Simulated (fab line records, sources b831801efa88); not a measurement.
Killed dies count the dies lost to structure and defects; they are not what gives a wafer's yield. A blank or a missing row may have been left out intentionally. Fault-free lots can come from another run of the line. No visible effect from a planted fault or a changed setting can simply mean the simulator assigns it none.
fab line records	flow gf180mcu
record lots=24	wafers=72	last-day=34
route steps=602 shown HV_LDD@207 NSD@242 V2@405 M3@411 V4@491
lots with no fault: from the same line, run without faults
start-h: the number of hours between the record's first day and the start of the first shown wafer of the lot	wait-h: hours elapsed since this lot's preceding step	" identical to the entry in the row above	L1.1+2: a row that stands for several wafers	- either no value or no given start	* or withheld: withheld	< > ~ a bound
route shown NAME@n: NAME is a module with steps in the file, n the number in the route of the first one	usual: mean/standard deviation of fault-free wafers	same: alike in all rows	chamber/n: place in a boat	sites: the reading at each site	_std_site: the standard deviation of these	_edge_site: the outer-site mean with the inner-site mean subtracted	radius-mm: for every site, how far away it sits from the centre of the wafer	mask NAME#n: copy n	behind: the tool/chamber that last shaped the wafer	hold: cause of the lot's hold/its duration in hours/its outcome	device: names the non-switching transistor (n, p or np)	end of line: tests run on the same wafers once the route is complete	for a step that has no rows: nothing shown but its recipe	killed: at the first sort, the dies lost to defects and structure; wafer yield is something else	map: a wafer's dies, marking killed ones x, the rest . and places with no die _
set.NAME: the setting that was run; set.NAME@STEP: the one run at that earlier step	model.NAME: the simulator's own value behind a step, which no gauge read
steps of the route over a sample of lots; a table a step, a row a wafer
services: when a tool's chamber went out of use (start-h, in hours from the record's first day, below 0 if earlier), for how many hours, and the reason
## steps
# step GF_HV_LDD_CD_MEAS_31
# recipe target-cd-nm=400
# usual cd-nm=399.6/1.9
lot.wafer	tool	chamber	start-h	wait-h	cd-nm
L074.2	cd-sem-02	-	253.49	0.1	400.8
L074.3	"	-	"	"	401.0
L074.5	"	-	"	"	401.7
L075.2	cd-sem-01	-	258.30	0.1	399.0
L075.3	"	-	"	"	403.2
L075.6	"	-	"	"	402.7
L076.1	cd-sem-01	-	270.38	0.1	397.0
L076.4	"	-	"	"	401.2
L076.6	"	-	"	"	398.2
L077.1	cd-sem-02	-	275.28	0.1	399.5
L077.2	"	-	"	"	399.5
L077.6	"	-	"	"	397.4
L078.2	cd-sem-01	-	279.85	0.1	403.8
L078.3	"	-	"	"	402.1
L078.6	"	-	"	"	401.2
L079.4	cd-sem-01	-	293.24	0.1	400.5
L079.5	"	-	"	"	398.1
L079.6	"	-	"	"	400.1
L080.4	cd-sem-02	-	294.28	0.1	395.6
L080.5	"	-	"	"	400.4
L080.6	"	-	"	"	398.8
L081.2	cd-sem-02	-	307.30	0.1	398.1
L081.4	"	-	"	"	400.2
L081.6	"	-	"	"	397.0
L082.1	cd-sem-02	-	314.13	0.1	396.4
L082.2	"	-	"	"	399.7
L082.6	"	-	"	"	401.1
L083.1	cd-sem-02	-	326.63	0.1	400.8
L083.4	"	-	"	"	400.9
L083.5	"	-	"	"	401.3
L084.4	cd-sem-01	-	332.64	0.1	396.3
L084.5	"	-	"	"	396.5
L084.6	"	-	"	"	395.9
L085.1	cd-sem-01	-	340.23	0.1	396.9
L085.4	"	-	"	"	396.9
L085.5	"	-	"	"	397.8
L086.1	cd-sem-02	-	346.92	0.1	401.1
L086.5	"	-	"	"	400.7
L086.6	"	-	"	"	401.3
L087.1	cd-sem-01	-	355.88	0.1	398.6
L087.3	"	-	"	"	397.6
L087.5	"	-	"	"	397.9
L088.2	cd-sem-02	-	362.84	0.1	400.0
L088.4	"	-	"	"	400.0
L088.5	"	-	"	"	399.7
L089.4	cd-sem-02	-	368.53	0.1	399.3
L089.5	"	-	"	"	400.8
L089.6	"	-	"	"	400.0
L090.3	cd-sem-01	-	379.58	0.2	400.9
L090.5	"	-	"	"	398.2
L090.6	"	-	"	"	401.4
L091.1	cd-sem-02	-	384.76	0.2	401.2
L091.4	"	-	"	"	399.8
L091.5	"	-	"	"	400.5
L092.4	cd-sem-01	-	395.98	0.1	403.4
L092.5	"	-	"	"	398.2
L092.6	"	-	"	"	398.4
L093.1	cd-sem-02	-	402.38	0.1	398.7
L093.3	"	-	"	"	400.6
L093.4	"	-	"	"	398.4
L094.3	cd-sem-02	-	410.42	0.1	397.3
L094.4	"	-	"	"	399.1
L094.5	"	-	"	"	399.2
L095.1	cd-sem-02	-	415.18	0.1	395.1
L095.5	"	-	"	"	398.9
L095.6	"	-	"	"	395.8
L096.4	cd-sem-02	-	425.03	0.1	404.1
L096.5	"	-	"	"	403.6
L096.6	"	-	"	"	401.6
L097.2	cd-sem-02	-	433.96	0.2	400.5
L097.4	"	-	"	"	402.2
L097.5	"	-	"	"	399.9
# step GF_HV_LDD_THK_MEAS_55
# recipe reads=SiO2_of_HV_LDD_CVD_54
# usual HV_LDD_CVD_54_THK=9.96/0.14
lot.wafer	tool	chamber	start-h	wait-h	HV_LDD_CVD_54_THK[nm]
L074.2	film-metro-04	-	275.05	0.0	9.78
L074.3	"	-	"	"	10.02
L074.5	"	-	"	"	9.87
L075.2	film-metro-02	-	279.96	0.0	9.91
L075.3	"	-	"	"	9.94
L075.6	"	-	"	"	9.99
L076.1	film-metro-02	-	292.44	0.0	10.06
L076.4	"	-	"	"	10.10
L076.6	"	-	"	"	9.99
L077.1	film-metro-04	-	297.54	0.0	9.86
L077.2	"	-	"	"	10.01
L077.6	"	-	"	"	9.96
L078.2	film-metro-04	-	302.52	0.0	9.89
L078.3	"	-	"	"	9.96
L078.6	"	-	"	"	9.90
L079.4	film-metro-02	-	315.97	0.0	9.86
L079.5	"	-	"	"	9.83
L079.6	"	-	"	"	9.92
L080.4	film-metro-04	-	318.48	0.0	9.99
L080.5	"	-	"	"	10.02
L080.6	"	-	"	"	10.07
L081.2	film-metro-04	-	330.31	0.0	10.09
L081.4	"	-	"	"	9.92
L081.6	"	-	"	"	10.03
L082.1	film-metro-03	-	337.99	0.0	10.02
L082.2	"	-	"	"	10.01
L082.6	"	-	"	"	10.11
L083.1	film-metro-04	-	350.15	0.0	10.06
L083.4	"	-	"	"	10.04
L083.5	"	-	"	"	10.07
L084.4	film-metro-02	-	356.29	0.0	9.83
L084.5	"	-	"	"	10.03
L084.6	"	-	"	"	9.97
L085.1	film-metro-04	-	365.14	0.0	9.92
L085.4	"	-	"	"	9.94
L085.5	"	-	"	"	10.08
L086.1	film-metro-03	-	371.39	0.0	9.91
L086.5	"	-	"	"	9.96
L086.6	"	-	"	"	9.81
L087.1	film-metro-02	-	380.45	0.0	9.76
L087.3	"	-	"	"	9.88
L087.5	"	-	"	"	9.87
L088.2	film-metro-04	-	386.97	0.0	10.01
L088.4	"	-	"	"	10.12
L088.5	"	-	"	"	10.11
L089.4	film-metro-02	-	393.27	0.0	9.81
L089.5	"	-	"	"	9.79
L089.6	"	-	"	"	9.81
L090.3	film-metro-03	-	405.43	0.0	10.11
L090.5	"	-	"	"	10.26
L090.6	"	-	"	"	10.21
L091.1	film-metro-03	-	411.39	0.0	9.62
L091.4	"	-	"	"	9.55
L091.5	"	-	"	"	9.62
L092.4	film-metro-04	-	421.74	0.0	9.85
L092.5	"	-	"	"	10.07
L092.6	"	-	"	"	9.96
L093.1	film-metro-02	-	428.75	0.0	9.92
L093.3	"	-	"	"	9.97
L093.4	"	-	"	"	9.88
L094.3	film-metro-02	-	436.27	0.0	9.89
L094.4	"	-	"	"	9.73
L094.5	"	-	"	"	9.79
L095.1	film-metro-02	-	442.36	0.0	10.30
L095.5	"	-	"	"	10.25
L095.6	"	-	"	"	10.06
L096.4	film-metro-03	-	452.28	0.0	9.91
L096.5	"	-	"	"	9.80
L096.6	"	-	"	"	9.91
L097.2	film-metro-04	-	460.72	0.0	9.93
L097.4	"	-	"	"	10.00
L097.5	"	-	"	"	9.95
# step GF_NSD_CD_MEAS_07
# recipe target-cd-nm=400
# usual cd-nm=399.2/2.3
lot.wafer	tool	chamber	start-h	wait-h	cd-nm
L074.2	cd-sem-02	-	296.75	0.1	395.6
L074.3	"	-	"	"	397.6
L074.5	"	-	"	"	397.2
L075.2	cd-sem-02	-	300.99	0.1	396.3
L075.3	"	-	"	"	396.0
L075.6	"	-	"	"	397.5
L076.1	cd-sem-01	-	313.63	0.1	400.4
L076.4	"	-	"	"	400.7
L076.6	"	-	"	"	401.6
L077.1	cd-sem-02	-	319.57	0.1	400.6
L077.2	"	-	"	"	399.0
L077.6	"	-	"	"	401.0
L078.2	cd-sem-01	-	324.89	0.1	394.6
L078.3	"	-	"	"	393.7
L078.6	"	-	"	"	394.9
L079.4	cd-sem-02	-	338.28	0.1	400.6
L079.5	"	-	"	"	398.4
L079.6	"	-	"	"	396.9
L080.4	cd-sem-02	-	342.08	0.1	401.0
L080.5	"	-	"	"	400.2
L080.6	"	-	"	"	402.0
L081.2	cd-sem-02	-	352.85	0.1	399.5
L081.4	"	-	"	"	398.7
L081.6	"	-	"	"	397.2
L082.1	cd-sem-02	-	360.78	0.1	397.7
L082.2	"	-	"	"	397.9
L082.6	"	-	"	"	396.0
L083.1	cd-sem-02	-	373.12	0.1	402.3
L083.4	"	-	"	"	401.5
L083.5	"	-	"	"	399.0
L084.4	cd-sem-01	-	380.49	0.1	400.4
L084.5	"	-	"	"	399.9
L084.6	"	-	"	"	402.3
L085.1	cd-sem-01	-	389.22	0.1	400.1
L085.4	"	-	"	"	398.8
L085.5	"	-	"	"	397.6
L086.1	cd-sem-02	-	396.33	0.1	401.3
L086.5	"	-	"	"	399.6
L086.6	"	-	"	"	395.6
L087.1	cd-sem-02	-	405.03	0.1	396.8
L087.3	"	-	"	"	397.1
L087.5	"	-	"	"	399.8
L088.2	cd-sem-02	-	412.15	0.1	397.2
L088.4	"	-	"	"	399.0
L088.5	"	-	"	"	399.2
L089.4	cd-sem-02	-	417.84	0.1	396.7
L089.5	"	-	"	"	398.4
L089.6	"	-	"	"	400.8
L090.3	cd-sem-02	-	430.37	0.1	398.2
L090.5	"	-	"	"	398.1
L090.6	"	-	"	"	397.3
L091.1	cd-sem-02	-	437.83	0.3	402.7
L091.4	"	-	"	"	403.1
L091.5	"	-	"	"	402.2
L092.4	cd-sem-02	-	447.69	0.1	402.5
L092.5	"	-	"	"	399.9
L092.6	"	-	"	"	399.9
L093.1	cd-sem-02	-	454.38	0.1	401.8
L093.3	"	-	"	"	404.8
L093.4	"	-	"	"	402.5
L094.3	cd-sem-02	-	461.82	0.1	399.8
L094.4	"	-	"	"	400.7
L094.5	"	-	"	"	401.6
L095.1	cd-sem-02	-	469.07	1.5	400.7
L095.5	"	-	"	"	402.1
L095.6	"	-	"	"	402.5
L096.4	cd-sem-02	-	478.04	0.1	400.5
L096.5	"	-	"	"	401.4
L096.6	"	-	"	"	399.9
L097.2	cd-sem-02	-	490.66	5.1	398.8
L097.4	"	-	"	"	396.3
L097.5	"	-	"	"	396.6
# step GF_V2_CVD_23
# recipe material=W	target-thk-nm=350	time-s=104.94	temp-c=400	pressure-torr=40
# usual heater-power-w=919/64
lot.wafer	tool	chamber	start-h	wait-h	heater-power-w
L074.2	cvd-w-02	0	462.84	0.0	981
L074.3	"	0	"	"	979
L074.5	"	1	"	"	898
L075.2	cvd-w-01	0	469.85	0.0	972
L075.3	"	1	"	"	812
L075.6	"	1	"	"	822
L076.1	cvd-w-02	1	484.05	0.0	922
L076.4	"	1	"	"	924
L076.6	"	0	"	"	982
L077.1	cvd-w-02	0	492.67	0.0	966
L077.2	"	1	"	"	907
L077.6	"	0	"	"	991
L078.2	cvd-w-02	1	496.35	0.0	918
L078.3	"	0	"	"	971
L078.6	"	1	"	"	918
L079.4	cvd-w-01	1	510.58	0.1	803
L079.5	"	0	"	"	963
L079.6	"	1	"	"	817
L080.4	cvd-w-01	1	516.78	0.1	841
L080.5	"	0	"	"	965
L080.6	"	1	"	"	806
L081.2	cvd-w-02	1	524.63	0.0	898
L081.4	"	0	"	"	976
L081.6	"	0	"	"	973
L082.1	cvd-w-01	1	534.73	0.0	799
L082.2	"	0	"	"	959
L082.6	"	1	"	"	828
L083.1	cvd-w-01	1	548.88	0.0	818
L083.4	"	1	"	"	808
L083.5	"	0	"	"	969
L084.4	cvd-w-01	1	553.22	0.1	811
L084.5	"	0	"	"	950
L084.6	"	1	"	"	823
L085.1	cvd-w-01	1	566.22	0.0	821
L085.4	"	0	"	"	964
L085.5	"	1	"	"	827
L086.1	cvd-w-01	0	571.80	0.0	960
L086.5	"	1	"	"	798
L086.6	"	0	"	"	970
L087.1	cvd-w-01	0	575.18	0.0	988
L087.3	"	0	"	"	962
L087.5	"	1	"	"	821
L088.2	cvd-w-02	0	587.73	0.0	956
L088.4	"	1	"	"	909
L088.5	"	1	"	"	917
L089.4	cvd-w-01	1	591.08	0.1	818
L089.5	"	1	"	"	817
L089.6	"	0	"	"	959
L090.3	cvd-w-02	0	598.54	0.1	983
L090.5	"	0	"	"	993
L090.6	"	1	"	"	928
L091.1	cvd-w-02	0	611.71	0.0	993
L091.4	"	1	"	"	927
L091.5	"	1	"	"	948
L092.4	cvd-w-01	0	615.81	0.1	947
L092.5	"	0	"	"	960
L092.6	"	1	"	"	826
L093.1	cvd-w-02	0	619.63	0.0	947
L093.3	"	0	"	"	987
L093.4	"	1	"	"	915
L094.3	cvd-w-02	0	629.83	0.1	986
L094.4	"	1	"	"	915
L094.5	"	0	"	"	989
L095.1	cvd-w-02	1	634.56	0.0	917
L095.5	"	1	"	"	905
L095.6	"	0	"	"	990
L096.4	cvd-w-02	1	640.28	0.1	892
L096.5	"	1	"	"	919
L096.6	"	0	"	"	986
L097.2	cvd-w-01	1	649.43	0.0	815
L097.4	"	1	"	"	836
L097.5	"	0	"	"	950
# step GF_M3_SPUTTER_02
# recipe material=AlCu	target-thk-nm=450	power-w=10600	time-s=23.9	chamber-pressure-pa=0.4
# usual chamber-pressure-pa=0.4000/0.00082	throttle-valve-pct=30.2/1
lot.wafer	tool	chamber	start-h	wait-h	chamber-pressure-pa	throttle-valve-pct
L074.2	pvd-sputter-02	-	463.57	0.0	0.3993	32.0
L074.3	"	-	"	"	0.3987	31.5
L074.5	"	-	"	"	0.4006	29.1
L075.2	pvd-sputter-01	-	470.58	0.0	0.4009	30.6
L075.3	"	-	"	"	0.4006	31.3
L075.6	"	-	"	"	0.4001	30.4
L076.1	pvd-sputter-01	-	484.78	0.0	0.4010	31.2
L076.4	"	-	"	"	0.3990	30.3
L076.6	"	-	"	"	0.3985	30.4
L077.1	pvd-sputter-04	-	493.61	0.0	0.4003	31.0
L077.2	"	-	"	"	0.4004	29.9
L077.6	"	-	"	"	0.4003	31.1
L078.2	pvd-sputter-02	-	497.07	0.0	0.4019	31.8
L078.3	"	-	"	"	0.4001	31.2
L078.6	"	-	"	"	0.3995	29.2
L079.4	pvd-sputter-02	-	511.27	0.0	0.4000	31.4
L079.5	"	-	"	"	0.4002	31.6
L079.6	"	-	"	"	0.4007	29.1
L080.4	pvd-sputter-02	-	517.81	0.0	0.4021	29.2
L080.5	"	-	"	"	0.3995	29.1
L080.6	"	-	"	"	0.4007	31.6
L081.2	pvd-sputter-04	-	525.40	0.0	0.4014	29.5
L081.4	"	-	"	"	0.3981	31.0
L081.6	"	-	"	"	0.4015	29.7
L082.1	pvd-sputter-01	-	535.46	0.0	0.4003	31.3
L082.2	"	-	"	"	0.4003	30.1
L082.6	"	-	"	"	0.4003	31.2
L083.1	pvd-sputter-04	-	549.61	0.0	0.4014	29.9
L083.4	"	-	"	"	0.3994	29.6
L083.5	"	-	"	"	0.3987	31.1
L084.4	pvd-sputter-04	-	553.91	0.0	0.4001	31.0
L084.5	"	-	"	"	0.3997	31.0
L084.6	"	-	"	"	0.4008	29.5
L085.1	pvd-sputter-01	-	566.94	0.0	0.3995	31.3
L085.4	"	-	"	"	0.4006	30.1
L085.5	"	-	"	"	0.3988	30.6
L086.1	pvd-sputter-02	-	572.53	0.0	0.3993	31.6
L086.5	"	-	"	"	0.4005	31.5
L086.6	"	-	"	"	0.3991	29.0
L087.1	pvd-sputter-04	-	575.91	0.0	0.3995	29.7
L087.3	"	-	"	"	0.3994	30.0
L087.5	"	-	"	"	0.4004	29.7
L088.2	pvd-sputter-01	-	588.46	0.0	0.3996	30.6
L088.4	"	-	"	"	0.4003	30.4
L088.5	"	-	"	"	0.3988	30.5
L089.4	pvd-sputter-02	-	591.76	0.0	0.3993	31.6
L089.5	"	-	"	"	0.4006	31.3
L089.6	"	-	"	"	0.4000	29.1
L090.3	pvd-sputter-02	-	599.23	0.0	0.4004	32.0
L090.5	"	-	"	"	0.4006	29.1
L090.6	"	-	"	"	0.3990	31.4
L091.1	pvd-sputter-01	-	612.44	0.0	0.3979	31.3
L091.4	"	-	"	"	0.4004	30.7
L091.5	"	-	"	"	0.4011	30.4
L092.4	pvd-sputter-04	-	616.50	0.0	0.3984	29.8
L092.5	"	-	"	"	0.4000	31.0
L092.6	"	-	"	"	0.4016	29.6
L093.1	pvd-sputter-01	-	620.36	0.0	0.4000	28.4
L093.3	"	-	"	"	0.3995	30.5
L093.4	"	-	"	"	0.3984	30.4
L094.3	pvd-sputter-01	-	630.52	0.0	0.4003	31.1
L094.4	"	-	"	"	0.4009	30.3
L094.5	"	-	"	"	0.3995	30.5
L095.1	pvd-sputter-02	-	635.36	0.0	0.3994	29.2
L095.5	"	-	"	"	0.3997	29.0
L095.6	"	-	"	"	0.4003	31.7
L096.4	pvd-sputter-04	-	640.97	0.0	0.4010	29.7
L096.5	"	-	"	"	0.3999	29.8
L096.6	"	-	"	"	0.3999	31.0
L097.2	pvd-sputter-01	-	650.15	0.0	0.3996	31.4
L097.4	"	-	"	"	0.3998	30.5
L097.5	"	-	"	"	0.3993	28.5
# step GF_V4_OVL_MEAS_15
# usual V4_OVL=-3/5.8
lot.wafer	tool	chamber	start-h	wait-h	V4_OVL[nm]
L074.2	overlay-01	-	563.14	0.1	-7
L074.3	"	-	"	"	-2
L074.5	"	-	"	"	-6
L075.2	overlay-01	-	568.14	0.1	-1
L075.3	"	-	"	"	2
L075.6	"	-	"	"	1
L076.1	overlay-02	-	579.88	0.1	-4
L076.4	"	-	"	"	-4
L076.6	"	-	"	"	5
L077.1	overlay-02	-	588.98	0.1	-10
L077.2	"	-	"	"	-1
L077.6	"	-	"	"	3
L078.2	overlay-01	-	592.19	0.1	0
L078.3	"	-	"	"	9
L078.6	"	-	"	"	1
L079.4	overlay-02	-	604.67	0.1	-8
L079.5	"	-	"	"	2
L079.6	"	-	"	"	-10
L080.4	overlay-02	-	610.55	0.1	7
L080.5	"	-	"	"	5
L080.6	"	-	"	"	8
L081.2	overlay-02	-	617.55	0.1	-4
L081.4	"	-	"	"	-13
L081.6	"	-	"	"	-9
L082.1	overlay-01	-	626.25	0.1	-2
L082.2	"	-	"	"	0
L082.6	"	-	"	"	4
L083.1	overlay-01	-	638.69	0.1	-3
L083.4	"	-	"	"	6
L083.5	"	-	"	"	-7
L084.4	overlay-01	-	642.60	0.1	-3
L084.5	"	-	"	"	1
L084.6	"	-	"	"	-9
L085.1	overlay-02	-	654.88	0.1	-10
L085.4	"	-	"	"	-11
L085.5	"	-	"	"	-1
L086.1	overlay-02	-	658.89	0.1	-15
L086.5	"	-	"	"	-2
L086.6	"	-	"	"	-2
L087.1	overlay-02	-	662.40	0.1	-8
L087.3	"	-	"	"	-4
L087.5	"	-	"	"	1
L088.2	overlay-02	-	672.00	0.1	-9
L088.4	"	-	"	"	-5
L088.5	"	-	"	"	-4
L089.4	overlay-02	-	676.70	0.1	-3
L089.5	"	-	"	"	-4
L089.6	"	-	"	"	-2
L090.3	overlay-02	-	682.64	0.1	-5
L090.5	"	-	"	"	-9
L090.6	"	-	"	"	-2
L091.1	overlay-02	-	694.70	0.1	-9
L091.4	"	-	"	"	-17
L091.5	"	-	"	"	-5
L092.4	overlay-02	-	698.16	0.1	7
L092.5	"	-	"	"	-2
L092.6	"	-	"	"	11
L093.1	overlay-02	-	702.75	0.1	-6
L093.3	"	-	"	"	-13
L093.4	"	-	"	"	-7
L094.3	overlay-01	-	711.14	0.1	-11
L094.4	"	-	"	"	-1
L094.5	"	-	"	"	-3
L095.1	overlay-01	-	716.08	0.1	-14
L095.5	"	-	"	"	-13
L095.6	"	-	"	"	5
L096.4	overlay-01	-	720.30	0.1	-3
L096.5	"	-	"	"	-11
L096.6	"	-	"	"	-5
L097.2	overlay-01	-	728.85	0.1	2
L097.4	"	-	"	"	3
L097.5	"	-	"	"	-8
## services
tool	chamber	start-h	hours	kind
pvd-sputter-02	0	448.70	-	consumable-replace:kit
pvd-sputter-02	0	448.70	18.0	scheduled-down
pvd-sputter-02	0	448.70	18.0	vent-cycle
pvd-sputter-01	-	462.37	2.0	repair
cvd-w-02	1	469.68	3.2	repair
pvd-sputter-01	-	485.51	6.0	repair
pvd-sputter-01	-	539.14	2.1	repair
pvd-sputter-04	2	554.00	-	consumable-replace:kit
pvd-sputter-04	2	554.00	18.0	scheduled-down
pvd-sputter-04	2	554.00	18.0	vent-cycle
pvd-sputter-02	-	554.69	2.7	repair
pvd-sputter-04	-	570.83	2.8	repair
pvd-sputter-02	3	611.44	-	consumable-replace:kit
pvd-sputter-02	3	611.44	18.0	scheduled-down
pvd-sputter-02	3	611.44	18.0	vent-cycle
pvd-sputter-02	-	614.18	1.8	repair
cvd-w-01	-	620.46	2.8	pm
cvd-w-01	-	626.35	0.5	repair
pvd-sputter-04	-	649.63	2.0	repair
## key
fault none
